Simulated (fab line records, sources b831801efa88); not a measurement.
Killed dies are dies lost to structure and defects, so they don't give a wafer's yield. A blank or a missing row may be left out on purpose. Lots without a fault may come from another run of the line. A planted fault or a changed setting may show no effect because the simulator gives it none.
Chamber matching | flow sky130 | SKY_CONTACT_CMP_04 on cmp-02: 4 sister chambers
The step polishes SiO2. 24 wafers are shown with their chamber, then 12 later ones without.

WAFERS WITH THEIR CHAMBER
wafer  | chamber | motor_current_A (A) | time_to_endpoint_s (s) | retaining_ring_pressure_frac
L074.2 | 2       | 11.8                | 88                     | 1.000
L074.4 | 1       | 12.7                | 89                     | 1.006
L074.6 | 3       | 11.4                | 86                     | 1.004
L076.2 | 2       | 11.9                | 86                     | 0.992
L076.3 | 1       | 12.5                | 91                     | 1.003
L076.4 | 0       | 11.8                | 84                     | 1.007
L077.2 | 1       | 12.3                | 92                     | 0.990
L077.4 | 0       | 11.6                | 85                     | 0.996
L077.6 | 2       | 11.8                | 83                     | 0.999
L078.1 | 1       | 12.4                | 88                     | 0.997
L078.5 | 2       | 11.8                | 86                     | 0.994
L078.6 | 1       | 12.5                | 85                     | 1.004
L080.1 | 0       | 10.8                | 75                     | 0.996
L080.2 | 1       | 12.1                | 78                     | 0.992
L080.5 | 0       | 11.8                | 74                     | 0.997
L082.1 | 2       | 12.1                | 79                     | 1.000
L082.4 | 0       | 11.6                | 80                     | 0.998
L082.6 | 1       | 12.6                | 82                     | 1.001
L084.2 | 3       | 11.5                | 79                     | 1.004
L084.4 | 2       | 12.6                | 76                     | 1.002
L084.6 | 2       | 11.7                | 78                     | 1.007
L086.2 | 2       | 12.9                | 81                     | 1.006
L086.4 | 1       | 12.3                | 80                     | 0.995
L086.6 | 3       | 11.8                | 80                     | 0.998

SIGNATURES (means of the wafers above)
reading                      | chamber 0 | chamber 1 | chamber 2 | chamber 3 | scatter within a chamber
motor_current_A              | 11.520    | 12.425    | 12.075    | 11.567    | 0.345
time_to_endpoint_s           | 79.60     | 85.62     | 82.12     | 81.67     | 4.75
retaining_ring_pressure_frac | 0.99880   | 0.99850   | 1.00000   | 1.00200   | 0.00521
Rule: a wafer's distance from a chamber is the root of the sum, over the readings, of the square of ((its reading less the chamber's mean) divided by the reading's scatter). The wafer belongs to the nearest chamber; if the next one is less than 2 further off, it can't be placed. The scatter: the root of (the sum of the squares of (reading less its chamber's mean) over the shown wafers, divided by (wafers less chambers)).

WAFERS WITHOUT THEIR CHAMBER
wafer  | motor_current_A (A) | time_to_endpoint_s (s) | retaining_ring_pressure_frac
L087.2 | 11.4                | 74                     | 1.000
L087.4 | 12.1                | 78                     | 1.005
L087.5 | 12.1                | 80                     | 1.003
L090.1 | 12.3                | 85                     | 0.998
L090.4 | 12.1                | 83                     | 1.009
L090.6 | 11.1                | 82                     | 0.998
L092.1 | 12.0                | 77                     | 0.996
L092.3 | 13.0                | 79                     | 1.000
L092.4 | 11.8                | 80                     | 0.997
L096.2 | 12.3                | 73                     | 1.006
L096.4 | 11.6                | 74                     | 1.007
L096.5 | 12.2                | 75                     | 0.997

WHICH CHAMBER EACH WENT THROUGH
wafer  | from the rows above               | in truth
L087.2 | can't be placed: 0 or 3 or 2      | 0
L087.4 | can't be placed: 2 or 3 or 0 or 1 | 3
L087.5 | can't be placed: 2 or 3 or 1 or 0 | 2
L090.1 | can't be placed: 1 or 2 or 3      | 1
L090.4 | can't be placed: 2 or 3 or 1 or 0 | 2
L090.6 | can't be placed: 0 or 3 or 2      | 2
L092.1 | can't be placed: 2 or 0 or 3 or 1 | 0
L092.3 | can't be placed: 1 or 2           | 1
L092.4 | can't be placed: 0 or 2 or 3 or 1 | 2
L096.2 | can't be placed: 2 or 3 or 0 or 1 | 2
L096.4 | can't be placed: 3 or 0 or 2 or 1 | 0
L096.5 | can't be placed: 2 or 0 or 1 or 3 | 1
Placed correctly: 0 of 12. Can't be placed from these rows: 12 (the true chamber is among the candidates in 12). Placed wrongly: 0.
